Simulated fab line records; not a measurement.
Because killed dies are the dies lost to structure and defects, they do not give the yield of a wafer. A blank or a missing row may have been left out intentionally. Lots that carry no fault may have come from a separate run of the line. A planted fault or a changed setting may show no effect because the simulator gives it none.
fab line records    flow sfq-line
record: lots: 6  wafers: 18  last-day: 91
route steps=325 shown R5@213 I5@228 C5@240 M6@251 M8@325
lots untouched by any fault: they come from a run of this same line in which no faults occurred
start-h: the number of hours between the record's first day and the start of the first shown wafer of the lot    wait-h: hours from the lot's prior step to this one    " unchanged from the row above    L1.1+2: several wafers, shown together as one row    - no value, or no start was given    * or withheld: withheld    < > ~ a bound
route shown NAME@n: NAME is a module with steps in the file, n the number in the route of the first one    usual: the fault-free wafers' mean and standard deviation    same: alike in all rows    chamber/n: place in a boat    sites: the reading at each site    _std_site: standard deviation across them    _edge_site: the outer-site mean with the inner-site mean subtracted    radius-mm: for every site, how far away it sits from the centre of the wafer    mask NAME#n: copy n    behind: the most recent tool/chamber to have shaped the wafer    hold: why the lot was held/for how many hours/how that ended    device: the n, p or np transistor that did not switch    end of line: tests of these same wafers at the route's end    step lacking rows: just its recipe    killed: dies that structure and defects cost at the first sort, which is not the same as the wafer's yield    map: a wafer's dies, marking killed ones x, the rest . and places with no die _
set.NAME: the setting as run; set.NAME@STEP: as run at that earlier step    model.NAME: the simulator's own value behind a step, which no gauge read
lots at some steps of the route; a table a step, a row a wafer
services: a tool's chamber out of use, with start hour (start-h, from the record's first day; less than 0 if before it), hours out, and reason
== steps ==
step: SFQ_TRILAYER_R5_DEP_SPUTTER_133
recipe: material: MoNx  base-pressure-pa: 1.33e-06  target-thk-nm: 40  power-w: 1000  time-s: 66.7  chamber-pressure-pa: 0.4
step: SFQ_TRILAYER_R5_DEP_SPUTTER_134
recipe: material: Ti  base-pressure-pa: 1.33e-06  target-thk-nm: 5  power-w: 2000  time-s: 5  chamber-pressure-pa: 0.4
step: SFQ_R5_RS_MEAS_933
recipe: thk-meas-gauge: four-point-probe  reads: Ti_of_TRILAYER_R5_DEP_SPUTTER_134+MoNx_of_TRILAYER_R5_DEP_SPUTTER_133+Ti_of_TRILAYER_R5_DEP_SPUTTER_132
usual: R5_MONX_RS: 7.04/0.084
lot.wafer  tool           chamber  start-h  wait-h  R5_MONX_RS[ohm/sq]
L251.1     film-metro-01  -        1374.32  0.0     7.04
L251.2     "              -        "        "       6.90
L251.3     "              -        "        "       6.97
L256.3     film-metro-04  -        1396.35  0.0     7.00
L256.4     "              -        "        "       7.02
L256.5     "              -        "        "       7.07
L257.1     film-metro-01  -        1416.79  0.0     6.95
L257.4     "              -        "        "       7.04
L257.6     "              -        "        "       7.09
L267.1     film-metro-04  -        1492.31  0.0     7.02
L267.5     "              -        "        "       7.03
L267.6     "              -        "        "       7.06
L269.1     film-metro-01  -        1509.22  0.0     7.11
L269.5     "              -        "        "       6.97
L269.6     "              -        "        "       7.08
L271.1     film-metro-04  -        1520.67  0.0     7.12
L271.4     "              -        "        "       7.07
L271.6     "              -        "        "       7.06
step: SFQ_R5_THK_MEAS_934
recipe: thk-meas-gauge: xrf  reads: MoNx_of_TRILAYER_R5_DEP_SPUTTER_133
usual: R5_MONX_THK: 39.9/0.48
lot.wafer  tool           chamber  start-h  wait-h  R5_MONX_THK[nm]
L251.1     film-metro-01  -        1374.44  0.1     39.7
L251.2     "              -        "        "       40.4
L251.3     "              -        "        "       39.9
L256.3     film-metro-04  -        1396.45  0.1     40.1
L256.4     "              -        "        "       39.9
L256.5     "              -        "        "       39.4
L257.1     film-metro-01  -        1416.91  0.1     40.2
L257.4     "              -        "        "       40.0
L257.6     "              -        "        "       39.8
L267.1     film-metro-04  -        1492.43  0.1     39.9
L267.5     "              -        "        "       39.8
L267.6     "              -        "        "       39.7
L269.1     film-metro-01  -        1509.34  0.1     39.5
L269.5     "              -        "        "       40.4
L269.6     "              -        "        "       39.8
L271.1     film-metro-04  -        1520.79  0.1     39.4
L271.4     "              -        "        "       39.6
L271.6     "              -        "        "       39.8
step: SFQ_TRILAYER_R5_LITHO_COAT_141
recipe: resist: BARC  spin-rpm: 3000  resist-thk-nm: 62
step: SFQ_TRILAYER_R5_LITHO_COAT_136
recipe: resist: KrF  spin-rpm: 3000  resist-thk-nm: 600
step: SFQ_TRILAYER_R5_LITHO_SOFTBAKE_140
recipe: temp-c: withheld  time-s: withheld  resist: KrF
step: SFQ_TRILAYER_R5_LITHO_EXPOSE_137
recipe: mask-id: R5  na: 0.6  source-shape: conventional  sigma-outer: 0.65  target-cd-nm: 500  dose-mj: 14.4
step: SFQ_TRILAYER_R5_LITHO_PEB_139
recipe: peb-temp-c: 115.4  peb-time-s: 60  resist: KrF
step: SFQ_TRILAYER_R5_LITHO_DEVELOP_138
recipe: time-s: 60  resist: KrF
step: SFQ_R5_OVL_MEAS_935
usual: R5_OVL: 1/5.4
lot.wafer  tool        chamber  start-h  wait-h  R5_OVL[nm]
L251.1     overlay-01  -        1478.32  0.1     -3
L251.2     "           -        "        "       -6
L251.3     "           -        "        "       0
L256.3     overlay-02  -        1514.11  0.1     -1
L256.4     "           -        "        "       3
L256.5     "           -        "        "       -3
L257.1     overlay-02  -        1540.75  0.1     11
L257.4     "           -        "        "       14
L257.6     "           -        "        "       11
L267.1     overlay-01  -        1612.59  0.1     7
L267.5     "           -        "        "       4
L267.6     "           -        "        "       7
L269.1     overlay-01  -        1628.24  0.1     10
L269.5     "           -        "        "       14
L269.6     "           -        "        "       9
L271.1     overlay-02  -        1637.84  0.1     5
L271.4     "           -        "        "       9
L271.6     "           -        "        "       6
step: SFQ_TRILAYER_R5_BARC_OPEN_METAL_ETCH_177
recipe: mask-material: PR  chemistry: O2  target-depth-nm: 125  target: BARC  icp-w: 600  bias-w: 80  pressure-mtorr: 10  time-s: 41.7
usual: drypump-motor-current-A: 5.7/0.51  oes-product-au: 0.684/0.0043  rf-fwd-power-W: 593.8/2.2
lot.wafer  tool          chamber  start-h  wait-h  drypump-motor-current-A  oes-product-au  rf-fwd-power-W  rf-hours-counter-h
L251.1     rie-metal-02  0        1478.36  0.0     6.3                      0.683           598.0           105
L251.2     "             1        "        "       5.1                      0.694           595.8           45
L251.3     "             0        "        "       6.3                      0.688           595.9           -
L256.3     rie-metal-02  0        1514.16  0.0     6.3                      0.681           597.8           -
L256.4     "             1        "        "       5.1                      0.686           595.7           -
L256.5     "             1        "        "       5.1                      0.690           593.2           -
L257.1     rie-metal-02  0        1540.79  0.0     6.3                      0.685           597.1           113
L257.4     "             0        "        "       6.3                      0.683           596.3           -
L257.6     "             0        "        "       6.3                      0.680           593.4           -
L267.1     rie-metal-04  1        1612.62  0.0     6.2                      0.688           594.8           26
L267.5     "             0        "        "       6.2                      0.691           592.1           -
L267.6     "             1        "        "       6.2                      0.689           598.3           -
L269.1     rie-metal-04  0        1628.27  0.0     6.2                      0.686           592.3           103
L269.5     "             1        "        "       6.2                      0.675           596.2           -
L269.6     "             0        "        "       6.2                      0.683           593.2           -
L271.1     rie-metal-03  1        1637.87  0.0     5.2                      0.683           592.2           33
L271.4     "             1        "        "       5.2                      0.675           592.1           -
L271.6     "             0        "        "       5.5                      0.689           596.7           -
step: SFQ_TRILAYER_R5_ETCH_METAL_ETCH_139
recipe: stop-on: SiO2  mask-material: PR  chemistry: Cl2  target-depth-nm: 60  icp-w: 600  bias-w: 80  pressure-mtorr: 10  time-s: 40
usual: drypump-motor-current-A: 5.7/0.51  oes-product-au: 0.991/0.0075  rf-fwd-power-W: 593.9/2.5
lot.wafer  tool          chamber  start-h  wait-h  drypump-motor-current-A  oes-product-au  rf-fwd-power-W  rf-hours-counter-h  model.etch.depth-nm  model.R5.feature-depth-nm  model.KrF_of_TRILAYER_R5_LITHO_COAT_136.thk-nm
L251.1     rie-metal-02  0        1478.42  0.0     6.3                      0.983           596.0           105                 60                   60                         497.7
L251.2     "             1        "        "       5.1                      0.990           592.3           45                  60                   60                         497.1
L251.3     "             0        "        "       6.3                      0.990           594.8           -                   60                   60                         496.9
L256.3     rie-metal-02  0        1514.22  0.0     6.3                      0.925           500.5           -                   52.78                52.78                      503.6
L256.4     "             1        "        "       5.1                      0.933           500.2           -                   52.56                52.56                      506.1
L256.5     "             1        "        "       5.1                      0.920           495.7           -                   51.99                51.99                      501.4
L257.1     rie-metal-02  0        1540.85  0.0     6.3                      0.918           498.2           113                 52.2                 52.2                       500.8
L257.4     "             0        "        "       6.3                      0.926           501.8           -                   52.8                 52.8                       499.6
L257.6     "             0        "        "       6.3                      0.921           497.8           -                   52.1                 52.1                       500.2
L267.1     rie-metal-04  1        1612.68  0.0     6.2                      0.994           594.6           26                  60                   60                         495.4
L267.5     "             0        "        "       6.2                      0.990           594.4           -                   60                   60                         494.7
L267.6     "             1        "        "       6.2                      0.998           595.1           -                   60                   60                         494.8
L269.1     rie-metal-04  0        1628.33  0.0     6.2                      0.994           589.1           103                 60                   60                         495.7
L269.5     "             1        "        "       6.2                      0.990           596.4           -                   60                   60                         494.3
L269.6     "             0        "        "       6.2                      0.987           590.2           -                   60                   60                         496.2
L271.1     rie-metal-03  1        1637.93  0.0     5.2                      0.977           588.5           33                  58.58                58.58                      500.4
L271.4     "             1        "        "       5.3                      0.996           589.3           -                   59.02                59.02                      500.6
L271.6     "             0        "        "       5.5                      0.994           595.5           -                   60                   60                         498.6
step: SFQ_TRILAYER_R5_STRIP_STRIP_140
recipe: gas: O2  power-w: 200  platen-temp-c: 40  overash-fraction: 0.65  chemistry: O2  pressure-mtorr: 50
step: SFQ_TRILAYER_R5_STRIP_SOLV_CLEAN_141
recipe: chemistry: NMP  temp-c: 70  time-s: 600
step: SFQ_TRILAYER_A5C_DEP_PECVD_142
recipe: material: SiO2  temp-c: 150  time-s: 15.556  pressure-torr: 2.4  rf-w: 183.3  precursor: SiH4/N2O  target-thk-nm: 70
usual: chamber-pressure-Torr: 2.401/0.005  heater-power-w: 83/8.6  throttle-valve-pct: 25.8/1.4
lot.wafer  tool      chamber  start-h  wait-h  chamber-pressure-Torr  heater-power-w  throttle-valve-pct
L251.1     pecvd-02  1        1479.25  0.0     2.386                  94              25.2
L251.2     "         0        "        "       2.398                  80              23.7
L251.3     "         2        "        "       2.410                  70              23.7
L256.3     pecvd-04  0        1515.05  0.0     2.403                  62              26.7
L256.4     "         0        "        "       2.401                  63              26.9
L256.5     "         2        "        "       2.403                  88              24.6
L257.1     pecvd-03  1        1541.68  0.0     2.401                  81              27.3
L257.4     "         2        "        "       2.390                  88              24.2
L257.6     "         1        "        "       2.400                  80              27.1
L267.1     pecvd-03  2        1613.52  0.0     2.405                  83              23.9
L267.5     "         0        "        "       2.410                  82              26.4
L267.6     "         1        "        "       2.395                  89              26.7
L269.1     pecvd-04  1        1629.17  0.0     2.404                  81              27.6
L269.5     "         1        "        "       2.400                  79              27.8
L269.6     "         0        "        "       2.399                  72              26.9
L271.1     pecvd-04  0        1638.94  0.0     2.401                  61              26.9
L271.4     "         0        "        "       2.395                  63              27.0
L271.6     "         1        "        "       2.400                  79              27.7
step: SFQ_TRILAYER_I5_LITHO_COAT_149
recipe: resist: BARC  spin-rpm: 3000  resist-thk-nm: 62
step: SFQ_TRILAYER_I5_LITHO_COAT_144
recipe: resist: KrF  spin-rpm: 3000  resist-thk-nm: 650
step: SFQ_TRILAYER_I5_LITHO_SOFTBAKE_148
recipe: temp-c: withheld  time-s: withheld  resist: KrF
step: SFQ_TRILAYER_I5_LITHO_EXPOSE_145
recipe: mask-id: I5  na: 0.6  source-shape: conventional  sigma-outer: 0.65  target-cd-nm: 700  dose-mj: 21.3
step: SFQ_TRILAYER_I5_LITHO_PEB_147
recipe: peb-temp-c: 115  peb-time-s: 60  resist: KrF
step: SFQ_TRILAYER_I5_LITHO_DEVELOP_146
recipe: time-s: 60  resist: KrF
step: SFQ_I5_OVL_MEAS_936
usual: I5_OVL: 4/5.2
lot.wafer  tool        chamber  start-h  wait-h  I5_OVL[nm]
L251.1     overlay-02  -        1481.53  0.1     17
L251.2     "           -        "        "       16
L251.3     "           -        "        "       15
L256.3     overlay-01  -        1518.10  0.1     10
L256.4     "           -        "        "       12
L256.5     "           -        "        "       11
L257.1     overlay-02  -        1545.85  0.1     -3
L257.4     "           -        "        "       -4
L257.6     "           -        "        "       -2
L267.1     overlay-01  -        1616.10  0.1     3
L267.5     "           -        "        "       2
L267.6     "           -        "        "       -2
L269.1     overlay-02  -        1632.01  0.1     5
L269.5     "           -        "        "       4
L269.6     "           -        "        "       3
L271.1     overlay-01  -        1641.22  0.1     9
L271.4     "           -        "        "       4
L271.6     "           -        "        "       2
step: SFQ_TRILAYER_I5_BARC_OPEN_VIA_ETCH_200
recipe: mask-material: PR  chemistry: O2  target-depth-nm: 125  target: BARC  source-w: 500  bias-w: 80  pressure-mtorr: 30.78  time-s: 41.7
step: SFQ_TRILAYER_I5_ETCH_VIA_ETCH_147
recipe: stop-on: Nb  mask-material: PR  chemistry: CHF3  target-depth-nm: 360  source-w: 500  bias-w: 80  pressure-mtorr: 30  time-s: withheld
usual: drypump-motor-current-A: 5.7/0.57  oes-product-au: 0.988/0.0065  rf-fwd-power-W: 498.8/1.5
lot.wafer  tool         chamber  start-h  wait-h  drypump-motor-current-A  oes-product-au  rf-fwd-power-W
L251.1     rie-diel-02  1        1481.60  0.0     6.0                      0.995           497.4
L251.2     "            2        "        "       4.7                      0.993           496.0
L251.3     "            0        "        "       5.9                      0.997           498.2
L256.3     rie-diel-02  3        1518.17  0.0     6.1                      0.993           498.9
L256.4     "            0        "        "       6.0                      0.991           496.7
L256.5     "            2        "        "       4.7                      0.974           502.6
L257.1     rie-diel-04  2        1545.92  0.0     6.6                      0.991           497.0
L257.4     "            0        "        "       5.7                      0.992           496.9
L257.6     "            0        "        "       5.7                      0.990           499.6
L267.1     rie-diel-02  1        1616.18  0.0     6.0                      0.989           499.1
L267.5     "            1        "        "       6.0                      0.998           499.3
L267.6     "            2        "        "       4.7                      0.990           498.6
L269.1     rie-diel-02  0        1632.09  0.0     5.9                      1.004           496.9
L269.5     "            3        "        "       6.2                      0.983           498.4
L269.6     "            0        "        "       5.9                      0.983           499.7
L271.1     rie-diel-04  0        1641.29  0.0     5.7                      0.998           498.7
L271.4     "            2        "        "       6.5                      0.989           496.5
L271.6     "            0        "        "       5.7                      0.999           500.3
step: SFQ_TRILAYER_I5_STRIP_STRIP_148
recipe: gas: O2  power-w: 200  platen-temp-c: 40  overash-fraction: 0.65  chemistry: O2  pressure-mtorr: 50
usual: drypump-motor-current-A: 5.6/0.48  oes-product-au: 0.993/0.0096
lot.wafer  tool          chamber  start-h  wait-h  drypump-motor-current-A  oes-product-au  rf-hours-counter-h
L251.1     rie-metal-03  0        1481.75  -       5.5                      1.006           42
L251.2     "             1        "        "       5.2                      0.993           10
L251.3     "             0        "        "       5.5                      1.007           -
L256.3     rie-metal-01  1        1518.52  -       6.6                      0.980           -
L256.4     "             0        "        "       5.5                      0.991           -
L256.5     "             0        "        "       5.5                      0.982           -
L257.1     rie-metal-03  0        1546.07  -       5.5                      0.993           49
L257.4     "             0        "        "       5.5                      0.998           -
L257.6     "             1        "        "       5.2                      0.974           -
L267.1     rie-metal-03  1        1616.33  -       5.2                      0.994           30
L267.5     "             1        "        "       5.2                      1.002           -
L267.6     "             0        "        "       5.5                      1.013           -
L269.1     rie-metal-01  0        1632.24  -       5.5                      0.976           22
L269.5     "             1        "        "       6.6                      0.996           -
L269.6     "             0        "        "       5.5                      0.981           -
L271.1     rie-metal-03  1        1641.44  -       5.2                      0.997           34
L271.4     "             1        "        "       5.2                      1.000           -
L271.6     "             0        "        "       5.5                      1.008           -
step: SFQ_TRILAYER_I5_STRIP_SOLV_CLEAN_149
recipe: chemistry: NMP  temp-c: 70  time-s: 600
step: SFQ_TRILAYER_C5_LITHO_COAT_156
recipe: resist: BARC  spin-rpm: 3000  resist-thk-nm: 62
step: SFQ_TRILAYER_C5_LITHO_COAT_151
recipe: resist: KrF  spin-rpm: 3000  resist-thk-nm: 650
step: SFQ_TRILAYER_C5_LITHO_SOFTBAKE_155
recipe: temp-c: withheld  time-s: withheld  resist: KrF
step: SFQ_TRILAYER_C5_LITHO_EXPOSE_152
recipe: mask-id: C5  na: 0.6  source-shape: conventional  sigma-outer: 0.65  target-cd-nm: 500  dose-mj: 21.3
step: SFQ_TRILAYER_C5_LITHO_PEB_154
recipe: peb-temp-c: 115  peb-time-s: 60  resist: KrF
step: SFQ_TRILAYER_C5_LITHO_DEVELOP_153
recipe: time-s: 60  resist: KrF
step: SFQ_C5_OVL_MEAS_937
usual: C5_OVL: 1/5.9
lot.wafer  tool        chamber  start-h  wait-h  C5_OVL[nm]
L251.1     overlay-02  -        1601.79  0.1     2
L251.2     "           -        "        "       5
L251.3     "           -        "        "       3
L256.3     overlay-01  -        1634.25  0.1     0
L256.4     "           -        "        "       5
L256.5     "           -        "        "       7
L257.1     overlay-02  -        1658.29  0.1     -2
L257.4     "           -        "        "       -2
L257.6     "           -        "        "       -6
L267.1     overlay-01  -        1727.56  0.1     6
L267.5     "           -        "        "       6
L267.6     "           -        "        "       7
L269.1     overlay-01  -        1740.89  0.1     -7
L269.5     "           -        "        "       -7
L269.6     "           -        "        "       -7
L271.1     overlay-01  -        1748.34  1.5     5
L271.4     "           -        "        "       4
L271.6     "           -        "        "       9
step: SFQ_TRILAYER_C5_BARC_OPEN_VIA_ETCH_210
recipe: mask-material: PR  chemistry: O2  target-depth-nm: 125  target: BARC  source-w: 500  bias-w: 80  pressure-mtorr: 30  time-s: 41.7
step: SFQ_TRILAYER_C5_ETCH_VIA_ETCH_154
recipe: target: SiO2  mask-material: PR  chemistry: CHF3  target-depth-nm: 84  source-w: 500  bias-w: 80  pressure-mtorr: 30  time-s: withheld  stop-on: Nb
step: SFQ_TRILAYER_C5_STRIP_STRIP_155
recipe: gas: O2  power-w: 200  platen-temp-c: 40  overash-fraction: 0.65  chemistry: O2  pressure-mtorr: 50
step: SFQ_TRILAYER_C5_STRIP_SOLV_CLEAN_156
recipe: chemistry: NMP  temp-c: 70  time-s: 600
step: SFQ_TRILAYER_M6_DEP_PRE_CLEAN_158
recipe: gas: Ar  time-s: 22.5  bias-v: 250
step: SFQ_TRILAYER_M6_DEP_SPUTTER_157
recipe: material: Nb  base-pressure-pa: 1.33e-06  chamber-pressure-pa: 0.1333  substrate-temp-c: 20  target-thk-nm: 200  power-w: 2000  time-s: 133.3
usual: base-pressure-pa: 1.33e-06/9.1e-08  throttle-valve-pct: 30.3/0.94
lot.wafer  tool            chamber  start-h  wait-h  base-pressure-pa  throttle-valve-pct
L251.1     pvd-sputter-04  -        1602.71  0.0     1.19e-06          30.6
L251.2     "               -        "        "       1.39e-06          31.1
L251.3     "               -        "        "       1.33e-06          29.5
L256.3     pvd-sputter-04  -        1635.18  0.0     1.31e-06          30.9
L256.4     "               -        "        "       1.35e-06          31.3
L256.5     "               -        "        "       1.35e-06          27.7
L257.1     pvd-sputter-06  -        1659.39  0.0     1.3e-06           30.1
L257.4     "               -        "        "       1.39e-06          30.9
L257.6     "               -        "        "       1.19e-06          29.6
L267.1     pvd-sputter-04  -        1728.49  0.0     1.47e-06          30.9
L267.5     "               -        "        "       1.3e-06           27.8
L267.6     "               -        "        "       1.23e-06          31.5
L269.1     pvd-sputter-06  -        1741.82  0.0     1.18e-06          30.8
L269.5     "               -        "        "       1.57e-06          30.8
L269.6     "               -        "        "       1.3e-06           30.8
L271.1     pvd-sputter-06  -        1749.27  0.0     1.35e-06          30.8
L271.4     "               -        "        "       1.48e-06          30.9
L271.6     "               -        "        "       1.28e-06          29.8
step: SFQ_M6_RS_MEAS_938
recipe: thk-meas-gauge: four-point-probe  reads: Nb_of_TRILAYER_M6_DEP_SPUTTER_157
usual: M6_NB_RS: 0.892/0.0073
lot.wafer  tool           chamber  start-h  wait-h  M6_NB_RS[ohm/sq]
L251.1     film-metro-01  -        1602.81  0.0     0.890
L251.2     "              -        "        "       0.879
L251.3     "              -        "        "       0.888
L256.3     film-metro-01  -        1635.31  0.1     0.876
L256.4     "              -        "        "       0.883
L256.5     "              -        "        "       0.896
L257.1     film-metro-04  -        1659.48  0.0     0.895
L257.4     "              -        "        "       0.897
L257.6     "              -        "        "       0.888
L267.1     film-metro-01  -        1728.58  0.0     0.887
L267.5     "              -        "        "       0.899
L267.6     "              -        "        "       0.896
L269.1     film-metro-02  -        1741.91  0.0     0.892
L269.5     "              -        "        "       0.894
L269.6     "              -        "        "       0.886
L271.1     film-metro-04  -        1749.36  0.0     0.908
L271.4     "              -        "        "       0.897
L271.6     "              -        "        "       0.905
step: SFQ_M8_BOW_MEAS_951
recipe: mode: bow
usual: M8_BOW: 6/11
lot.wafer  tool           chamber  start-h  wait-h  M8_BOW[um]  model.etest.r5.comb-log10-ohm
L251.1     film-metro-02  -        1939.11  0.0     5           12
L251.2     "              -        "        "       16          12
L251.3     "              -        "        "       11          12
L256.3     film-metro-02  -        1959.34  0.0     4           0
L256.4     "              -        "        "       1           0
L256.5     "              -        "        "       14          0
L257.1     film-metro-02  -        1982.05  0.0     15          0
L257.4     "              -        "        "       23          0
L257.6     "              -        "        "       12          0
L267.1     film-metro-02  -        2174.53  0.0     0           12
L267.5     "              -        "        "       5           12
L267.6     "              -        "        "       3           12
L269.1     film-metro-04  -        2181.79  0.0     -3          12
L269.5     "              -        "        "       -3          12
L269.6     "              -        "        "       4           12
L271.1     film-metro-02  -        2185.39  0.0     16          12
L271.4     "              -        "        "       23          12
L271.6     "              -        "        "       29          12
== services ==
tool            chamber  start-h  hours  kind
rie-metal-04    1        1474.47  11.9   repair
rie-metal-03    0        1514.09  16.6   repair
rie-diel-02     1        1517.38  1.2    repair
rie-diel-02     0        1519.52  1.3    repair
pecvd-04        2        1527.24  6.9    repair
rie-metal-02    0        1535.27  1.0    repair
rie-metal-02    -        1536.34  0.7    repair
rie-metal-04    -        1538.10  2.8    pm
pvd-sputter-04  -        1568.67  31.9   repair
rie-metal-02    0        1571.95  20.8   repair
rie-metal-02    -        1574.88  2.8    pm
pecvd-04        0        1584.70  10.7   repair
pecvd-04        -        1585.50  0.5    repair
pvd-sputter-04  -        1587.41  5.4    repair
pvd-sputter-06  -        1594.94  3.3    repair
rie-diel-02     0        1599.52  7.4    repair
pvd-sputter-04  -        1610.09  11.6   repair
pecvd-04        2        1619.22  17.0   repair
pvd-sputter-04  -        1623.83  3.2    repair
rie-diel-02     -        1624.16  0.6    repair
pvd-sputter-04  -        1649.65  5.1    repair
rie-diel-02     1        1655.98  6.4    repair
pvd-sputter-06  -        1696.79  4.0    repair
pecvd-04        2        1743.60  3.8    repair
== key ==
first-sign: step: SFQ_TRILAYER_R5_ETCH_METAL_ETCH_139  reading: rf-fwd-power-W  direction: down  sigmas: 38  usual: 593.9  struck: 499.0
effect: step: SFQ_TRILAYER_R5_ETCH_METAL_ETCH_139  reading: oes-product-au  direction: down  sigmas: 9.1  usual: 0.991  struck: 0.924
model-effect: step: SFQ_TRILAYER_R5_ETCH_METAL_ETCH_139  value: etch.depth-nm  without: 60  struck: 52.41
model-effect: step: SFQ_M8_BOW_MEAS_951  value: etest.r5.comb-log10-ohm  without: 12  struck: 0
met-at SFQ_TRILAYER_R5_ETCH_METAL_ETCH_139
struck-wafers L256.3,L256.4,L256.5,L257.1,L257.4,L257.6
onset-between 1478.42 1514.22
fault: kind: process-parameter-drift  tool: rie-metal-02  chamber: -  onset-h: 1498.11  steps: SFQ_TRILAYER_R5_ETCH_METAL_ETCH_139  channel: icp-w  offset: -96  shape: step  end-h: 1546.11  acts-in: these-recipes-only  stated: 600
